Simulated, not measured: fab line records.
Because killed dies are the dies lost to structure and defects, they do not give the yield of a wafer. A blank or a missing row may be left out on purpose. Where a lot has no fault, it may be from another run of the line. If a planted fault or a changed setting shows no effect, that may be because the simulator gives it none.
Which tool was responsible? || flow sky130 || 39 wafers from 13 lots sampled at 4 of the route's 708 steps

WHAT THE GAUGES READ, wafer by wafer
SKY_LDD_LDN_OVL_MEAS_07.
{"lot": "L143", "measured": "day 23 05:10", "on": "overlay-01", "LDD_LDN_OVL (nm)": "1.3 2.0 2.9"}
{"lot": "L144", "measured": "day 23 06:13", "on": "overlay-01", "LDD_LDN_OVL (nm)": "2.3 -0.5 -0.1"}
{"lot": "L145", "measured": "day 23 21:16", "on": "overlay-02", "LDD_LDN_OVL (nm)": "0.0 1.4 0.3"}
{"lot": "L147", "measured": "day 24 08:19", "on": "overlay-01", "LDD_LDN_OVL (nm)": "-52.9 -52.2 -52.8"}
{"lot": "L148", "measured": "day 24 23:49", "on": "overlay-01", "LDD_LDN_OVL (nm)": "-54.6 -53.7 -53.3"}
{"lot": "L149", "measured": "day 25 11:37", "on": "overlay-02", "LDD_LDN_OVL (nm)": "3.3 2.9 2.1"}
{"lot": "L151", "measured": "day 25 23:34", "on": "overlay-02", "LDD_LDN_OVL (nm)": "-52.3 -53.1 -52.8"}
{"lot": "L154", "measured": "day 27 02:55", "on": "overlay-01", "LDD_LDN_OVL (nm)": "-51.4 -52.0 -50.0"}
{"lot": "L155", "measured": "day 27 10:30", "on": "overlay-01", "LDD_LDN_OVL (nm)": "2.2 1.0 0.2"}
{"lot": "L157", "measured": "day 27 23:51", "on": "overlay-01", "LDD_LDN_OVL (nm)": "0.3 1.9 -0.5"}
{"lot": "L160", "measured": "day 29 04:58", "on": "overlay-02", "LDD_LDN_OVL (nm)": "3.6 1.6 2.5"}
{"lot": "L161", "measured": "day 29 13:54", "on": "overlay-01", "LDD_LDN_OVL (nm)": "1.9 1.3 2.6"}
{"lot": "L166", "measured": "day 31 02:24", "on": "overlay-01", "LDD_LDN_OVL (nm)": "2.2 1.2 2.1"}

SKY_SD_P_OVL_MEAS_08.
{"lot": "L143", "measured": "day 25 20:23", "on": "overlay-01", "SD_P_OVL (nm)": "2.4 1.0 0.0"}
{"lot": "L144", "measured": "day 25 22:32", "on": "overlay-01", "SD_P_OVL (nm)": "-1.0 -1.7 -0.2"}
{"lot": "L145", "measured": "day 26 11:53", "on": "overlay-02", "SD_P_OVL (nm)": "-1.3 -1.0 1.5"}
{"lot": "L147", "measured": "day 26 22:32", "on": "overlay-01", "SD_P_OVL (nm)": "-0.8 1.3 0.1"}
{"lot": "L148", "measured": "day 27 12:26", "on": "overlay-02", "SD_P_OVL (nm)": "-1.4 -0.9 -0.8"}
{"lot": "L149", "measured": "day 28 01:00", "on": "overlay-01", "SD_P_OVL (nm)": "-1.3 -0.8 0.7"}
{"lot": "L151", "measured": "day 28 13:14", "on": "overlay-01", "SD_P_OVL (nm)": "1.6 1.3 1.0"}
{"lot": "L154", "measured": "day 29 15:17", "on": "overlay-01", "SD_P_OVL (nm)": "-0.1 -0.6 0.0"}
{"lot": "L155", "measured": "day 29 22:49", "on": "overlay-02", "SD_P_OVL (nm)": "-2.5 -1.5 -1.8"}
{"lot": "L157", "measured": "day 30 14:38", "on": "overlay-02", "SD_P_OVL (nm)": "1.0 0.1 -0.1"}
{"lot": "L160", "measured": "day 31 16:11", "on": "overlay-01", "SD_P_OVL (nm)": "1.5 -0.2 1.6"}
{"lot": "L161", "measured": "day 32 01:13", "on": "overlay-02", "SD_P_OVL (nm)": "0.5 -0.6 -1.1"}
{"lot": "L166", "measured": "day 33 12:13", "on": "overlay-02", "SD_P_OVL (nm)": "0.5 -0.3 -1.2"}

SKY_SD_N_OVL_MEAS_08.
{"lot": "L143", "measured": "day 28 07:32", "on": "overlay-02", "SD_N_OVL (nm)": "0.5 1.3 1.3"}
{"lot": "L144", "measured": "day 28 08:59", "on": "overlay-01", "SD_N_OVL (nm)": "-0.4 0.1 0.2"}
{"lot": "L145", "measured": "day 28 22:29", "on": "overlay-01", "SD_N_OVL (nm)": "-2.0 -1.4 -0.3"}
{"lot": "L147", "measured": "day 29 09:50", "on": "overlay-02", "SD_N_OVL (nm)": "-1.2 0.1 -1.9"}
{"lot": "L148", "measured": "day 29 23:07", "on": "overlay-02", "SD_N_OVL (nm)": "-0.8 -1.0 -0.7"}
{"lot": "L149", "measured": "day 30 15:02", "on": "overlay-02", "SD_N_OVL (nm)": "-1.4 -0.2 -1.2"}
{"lot": "L151", "measured": "day 30 22:17", "on": "overlay-01", "SD_N_OVL (nm)": "0.7 1.0 0.5"}
{"lot": "L154", "measured": "day 32 00:14", "on": "overlay-01", "SD_N_OVL (nm)": "-1.3 -0.8 -1.4"}
{"lot": "L155", "measured": "day 32 06:20", "on": "overlay-01", "SD_N_OVL (nm)": "1.2 0.8 1.8"}
{"lot": "L157", "measured": "day 32 22:10", "on": "overlay-01", "SD_N_OVL (nm)": "1.8 -0.6 1.3"}
{"lot": "L160", "measured": "day 33 23:17", "on": "overlay-01", "SD_N_OVL (nm)": "-0.7 -2.1 -1.1"}
{"lot": "L161", "measured": "day 34 07:50", "on": "overlay-02", "SD_N_OVL (nm)": "0.4 -0.8 -0.4"}
{"lot": "L166", "measured": "day 35 17:33", "on": "overlay-02", "SD_N_OVL (nm)": "-3.0 -2.8 -1.5"}

EACH LOT AND THE TOOL THAT RAN IT (in order: tool; ch and the chambers of the sampled wafers; start)
{"lot": "L143", "SKY_LDD_LDN_EXPOSE_04": "iline stepper-01 ch 0, day 22 14:19"}
{"lot": "L144", "SKY_LDD_LDN_EXPOSE_04": "iline stepper-02 ch 0, day 22 15:04"}
{"lot": "L145", "SKY_LDD_LDN_EXPOSE_04": "iline stepper-02 ch 0, day 23 06:47"}
{"lot": "L147", "SKY_LDD_LDN_EXPOSE_04": "iline stepper-02 ch 0, day 23 16:59"}
{"lot": "L148", "SKY_LDD_LDN_EXPOSE_04": "iline stepper-02 ch 0, day 24 09:30"}
{"lot": "L149", "SKY_LDD_LDN_EXPOSE_04": "iline stepper-01 ch 0, day 24 20:43"}
{"lot": "L151", "SKY_LDD_LDN_EXPOSE_04": "iline stepper-02 ch 0, day 25 09:34"}
{"lot": "L154", "SKY_LDD_LDN_EXPOSE_04": "iline stepper-02 ch 0, day 26 12:20"}
{"lot": "L155", "SKY_LDD_LDN_EXPOSE_04": "iline stepper-01 ch 0, day 26 20:19"}
{"lot": "L157", "SKY_LDD_LDN_EXPOSE_04": "iline stepper-01 ch 0, day 27 09:32"}
{"lot": "L160", "SKY_LDD_LDN_EXPOSE_04": "iline stepper-01 ch 0, day 28 14:28"}
{"lot": "L161", "SKY_LDD_LDN_EXPOSE_04": "iline stepper-01 ch 0, day 28 23:16"}
{"lot": "L166", "SKY_LDD_LDN_EXPOSE_04": "iline stepper-01 ch 0, day 30 12:55"}
- SKY_LDD_LDN_EXPOSE_04: exposes mask LDNTM, target cd 700 nm.

AS READ BY THE TOOLS THEMSELVES (means over the sampled wafers that have a number; for cases with no such wafer, the mark the record gives instead)
SKY_LDD_LDN_EXPOSE_04.
{"lot": "L143", "tool": "iline stepper-01", "exposure dose mJ cm2": 137.50, "focus offset nm (nm)": 0.6}
{"lot": "L144", "tool": "iline stepper-02", "exposure dose mJ cm2": 137.46, "focus offset nm (nm)": -0.2}
{"lot": "L145", "tool": "iline stepper-02", "exposure dose mJ cm2": 137.18, "focus offset nm (nm)": -0.2}
{"lot": "L147", "tool": "iline stepper-02", "exposure dose mJ cm2": 137.46, "focus offset nm (nm)": -0.2}
{"lot": "L148", "tool": "iline stepper-02", "exposure dose mJ cm2": 137.30, "focus offset nm (nm)": 0.4}
{"lot": "L149", "tool": "iline stepper-01", "exposure dose mJ cm2": 137.49, "focus offset nm (nm)": 0.5}
{"lot": "L151", "tool": "iline stepper-02", "exposure dose mJ cm2": 137.37, "focus offset nm (nm)": -0.5}
{"lot": "L154", "tool": "iline stepper-02", "exposure dose mJ cm2": 137.48, "focus offset nm (nm)": 0.5}
{"lot": "L155", "tool": "iline stepper-01", "exposure dose mJ cm2": 137.44, "focus offset nm (nm)": 0.3}
{"lot": "L157", "tool": "iline stepper-01", "exposure dose mJ cm2": 137.39, "focus offset nm (nm)": 0.2}
{"lot": "L160", "tool": "iline stepper-01", "exposure dose mJ cm2": 137.33, "focus offset nm (nm)": 0.1}
{"lot": "L161", "tool": "iline stepper-01", "exposure dose mJ cm2": 137.30, "focus offset nm (nm)": -0.1}
{"lot": "L166", "tool": "iline stepper-01", "exposure dose mJ cm2": 137.34, "focus offset nm (nm)": -0.3}

THE ANSWER, worked out from the rows above alone
Rule: usual is defined by the lots themselves. Put in order of their means at a reading, lots are off if they are a third of the lots or fewer, leave a main group of 4 or more, and stand apart from it by a gap of 3 or more times the standard deviation of the main group's means; of several such gaps the widest counts. A main group is skipped when, at the precision printed for the reading in the tables above, its means are all equal. A lot without any number at a reading at which 4 lots or more have one is off too. The other lots that the step has rows for count as sound. The gauges are gone through in route order, then the tools' own readings, and for those a lot's mean is taken as printed above. The first step at which some lot is off is used, and at that step the reading that is off furthest; a lot without a number counts as furthest.
Off: L147, L148, L151, L154, at SKY_LDD_LDN_OVL_MEAS_07 (LDD_LDN_OVL). The main group has a mean of 1.6 nm with a standard deviation of 0.82.
If a tool, at a process step before that reading, ran all the lots that are off and no sound lot after the first of them, it fits. The gauges at SKY_LDD_LDN_OVL_MEAS_07 are tried like those tools. One candidate fits, namely iline stepper-02 at SKY_LDD_LDN_EXPOSE_04. A fault onset in the window from L145 (day 23 06:47, its last sound lot) to L147 (day 23 16:59, its first lot off) fits.

WHAT THE SIMULATOR HAD INSERTED
Scanner matching overlay: iline stepper-02, from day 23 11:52 on, at SKY_LDD_LDN_EXPOSE_04. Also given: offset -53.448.
Shown lots that were struck: L147, L148, L151, L154. Same finding as the rule above.
